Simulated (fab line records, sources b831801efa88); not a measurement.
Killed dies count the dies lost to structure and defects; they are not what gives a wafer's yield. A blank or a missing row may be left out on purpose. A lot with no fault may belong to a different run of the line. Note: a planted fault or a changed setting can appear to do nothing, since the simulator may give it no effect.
The same fault as seen by 2 desks :: flow gf180mcu :: numbers are kept per desk, each desk with only its own; the story behind them comes last

AT THE TOOL OWNER'S DESK: cmp-01
The tool's own readings at GF_V4_CMP_04 (polishes SiO2): means of the sampled wafers that have a number, for each lot that ran on this tool. The brackets show how far a lot's mean lies from the usual mean; more than 4 standard deviations puts the lot out of limits, marked OUT.
Columns: A = motor_current_A at GF_V4_CMP_04, usual 11.7 A; B = slurry_filter_dp_kPa at GF_V4_CMP_04, usual 13.49 kPa; C = slurry_flow_ml_min at GF_V4_CMP_04, usual 149.9; D = time_to_endpoint_s at GF_V4_CMP_04, usual 82 s
lot: L550
first seen here: day 23 07:07
A: 11.4
B: 13.36
C: 149.9
D: 77

lot: L551
first seen here: day 23 17:27
A: 12.5
B: 13.51
C: 149.7
D: 84

lot: L559
first seen here: day 26 15:12
A: 13.5
B: 13.51
C: 149.8
D: 83

lot: L560
first seen here: day 26 22:26
A: 13.0
B: 13.54
C: 150.1
D: 87

lot: L562
first seen here: day 27 08:55
A: 13.6
B: 13.36
C: 150.2
D: 49 (-6.3) OUT
Finding of this desk: L562 out of limits; the first was L562 at day 27 08:55, on time_to_endpoint_s at GF_V4_CMP_04. L550, L551, L559, L560 stayed within limits.

THE METROLOGY DESK
Lot by lot, what the gauges showed, no matter which tool ran the lot: averages of those sampled wafers that carry a number. The brackets show how far a lot's mean lies from the usual mean; more than 4 standard deviations puts the lot out of limits, marked OUT.
Columns: A = V4_BOW at GF_V4_BOW_MEAS_05, usual 136 um; B = V4_OVL at GF_V4_OVL_MEAS_15, usual -1 nm
lot: L550
first seen here: day 23 07:26
A: 134
B: 4

lot: L551
first seen here: day 23 17:41
A: 129
B: 0

lot: L553
first seen here: day 24 08:10
A: 137
B: -6

lot: L554
first seen here: day 24 18:33
A: 140
B: 8

lot: L556
first seen here: day 25 14:03
A: 133
B: -5

lot: L559
first seen here: day 26 15:30
A: 124
B: -5

lot: L560
first seen here: day 26 22:46
A: 133
B: -3

lot: L562
first seen here: day 27 09:13
A: 138
B: 0

lot: L570
first seen here: day 30 01:46
A: 133
B: 0

lot: L572
first seen here: day 30 06:01
A: 133
B: -7

lot: L573
first seen here: day 30 16:44
A: 136
B: -1
This desk found nothing out of limits on any of the 11 lots.

ALL TOGETHER
An alarm could have come from the tool owner's desk at day 27 08:55, on L562.
At the metrology desk, nothing out of limits was observed.
The metrology desk holds a record of L562, inside its limits.
GF_V4_CMP_04 was run on cmp-01 by each of the lots named.

WHAT THE SIMULATOR HAD INSERTED
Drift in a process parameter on cmp-01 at GF_V4_CMP_04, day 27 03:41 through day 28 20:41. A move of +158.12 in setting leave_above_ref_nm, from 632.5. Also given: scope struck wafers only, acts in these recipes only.
Lots struck among those shown: L562.
Delay in hours, fault start to first out-of-limits reading, by desk: the tool owner's desk at 5.
